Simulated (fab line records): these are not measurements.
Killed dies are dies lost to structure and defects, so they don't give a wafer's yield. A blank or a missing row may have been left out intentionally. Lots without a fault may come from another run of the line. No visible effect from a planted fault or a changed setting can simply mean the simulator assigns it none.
Chamber matching ; flow sfq-line ; SFQ_TRILAYER_I6_DEP_PECVD_165 on pecvd-04 has 3 sister chambers
The step deposits SiO2 from SiH4/N2O, time 111.11 s, target thk 500 nm. 18 wafers are shown with their chamber, then 9 later ones without.

WAFERS, EACH WITH ITS CHAMBER
wafer;chamber;heater-power-w (W);rf-fwd-power-W (W);heater-power-outer-w (W)
L401.1;1;89;181.2;28
L401.3;2;71;183.1;27
L401.4;2;72;183.1;27
L403.2;0;87;182.1;32
L403.5;0;89;181.3;33
L403.6;1;77;182.0;21
L404.1;0;87;182.7;30
L404.5;1;90;181.3;30
L404.6;2;73;182.3;25
L417.1;0;94;182.8;34
L417.3;2;72;183.9;26
L417.4;0;93;182.7;36
L419.1;0;87;182.2;30
L419.4;0;89;182.3;32
L419.5;2;59;182.7;17
L420.2;2;67;183.4;23
L420.3;1;95;181.3;33
L420.4;1;79;181.4;20

SIGNATURES (averages over the wafers above)
reading;chamber 0;chamber 1;chamber 2;scatter within a chamber
heater-power-w;89.43;86.00;69.00;5.35
rf-fwd-power-W;182.300;181.440;183.083;0.487
heater-power-outer-w;32.43;26.40;24.17;3.91
Rule: for each reading, subtract the chamber's mean from the wafer's reading, divide by that reading's scatter and square the result; add these up over the readings and take the root, which gives the wafer's distance from the chamber. The wafer belongs to the nearest chamber; if the next one is less than 2 further off, it can't be placed. How the scatter is found: for the shown wafers, subtract from each reading the mean of its chamber, square and add these, divide the total by (wafers less chambers), then take the root.

WAFERS WITH NO CHAMBER GIVEN
wafer;heater-power-w (W);rf-fwd-power-W (W);heater-power-outer-w (W)
L421.1;85;182.4;27
L421.3;92;181.1;34
L421.5;74;181.8;27
L422.1;90;180.7;31
L422.3;63;182.3;19
L422.6;94;181.9;32
L423.2;64;182.3;20
L423.5;69;182.2;22
L423.6;77;182.2;23

WHICH CHAMBER EACH ONE RAN IN
wafer;from the rows above;in truth
L421.1;can't be placed: 0 or 1 or 2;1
L421.3;can't be placed: 1 or 0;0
L421.5;can't be placed: 1 or 2 or 0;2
L422.1;can't be placed: 1 or 0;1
L422.3;2;2
L422.6;can't be placed: 0 or 1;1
L423.2;2;2
L423.5;can't be placed: 2 or 1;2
L423.6;can't be placed: 2 or 1 or 0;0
Correct placement for 2 of the 9. These rows do not allow placing 7 (true chamber among the candidates in 7). Placed wrongly: 0.
